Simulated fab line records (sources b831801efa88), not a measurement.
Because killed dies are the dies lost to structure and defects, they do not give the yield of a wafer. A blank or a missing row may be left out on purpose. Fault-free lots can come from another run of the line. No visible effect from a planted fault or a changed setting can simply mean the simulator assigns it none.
Chamber matching + flow sky130 + SKY_CAPM_CVD_00 on pecvd-01: 3 sister chambers
The step deposits SiO2, target thk 15.5 nm. 3 wafers are shown with their chamber, then 9 later ones without.

## WAFERS PAIRED WITH THEIR CHAMBERS
| wafer  | chamber | heater_power_w (W) |
|--------|---------|--------------------|
| L090.5 | 2       | 766                |
| L091.1 | 1       | 735                |
| L091.4 | 0       | 592                |

## WAFERS WHOSE CHAMBER IS MISSING
| wafer  | heater_power_w (W) |
|--------|--------------------|
| L093.2 | 712                |
| L093.3 | 784                |
| L093.4 | 767                |
| L095.1 | 798                |
| L095.3 | 627                |
| L095.4 | 776                |
| L096.4 | 633                |
| L096.5 | 609                |
| L096.6 | 797                |

## WHICH CHAMBER EACH ONE RAN IN
| wafer  | from the rows above     | in truth                   |
|--------|-------------------------|----------------------------|
| L093.2 | can't be placed: 1 or 2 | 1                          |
| L093.3 | can't be placed: 2 or 1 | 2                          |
| L093.4 | can't be placed: 2 or 1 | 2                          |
| L095.1 | can't be placed: 2 or 1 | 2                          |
| L095.3 | 0                       | 0                          |
| L095.4 | can't be placed: 2 or 1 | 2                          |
| L096.4 | 0                       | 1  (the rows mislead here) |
| L096.5 | 0                       | 0                          |
| L096.6 | can't be placed: 2 or 1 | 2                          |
Correctly placed: 2 of 9. Can't be placed from these rows: 6 (the true chamber is among the candidates in 6). 1 placed wrongly.
How it was worked out, from the rows above alone: a wafer's distance from a chamber is the root of the sum, over the readings, of the square of ((its reading less the chamber's mean) divided by the reading's scatter). If the next closest chamber is less than 2 further off than the closest, the wafer can't be placed; otherwise it belongs to the closest. A chamber's mean is the mean of its shown wafers. The scatter: with one shown wafer a chamber, the root of the mean of the squares of how far each hidden wafer lies from its nearest shown one.
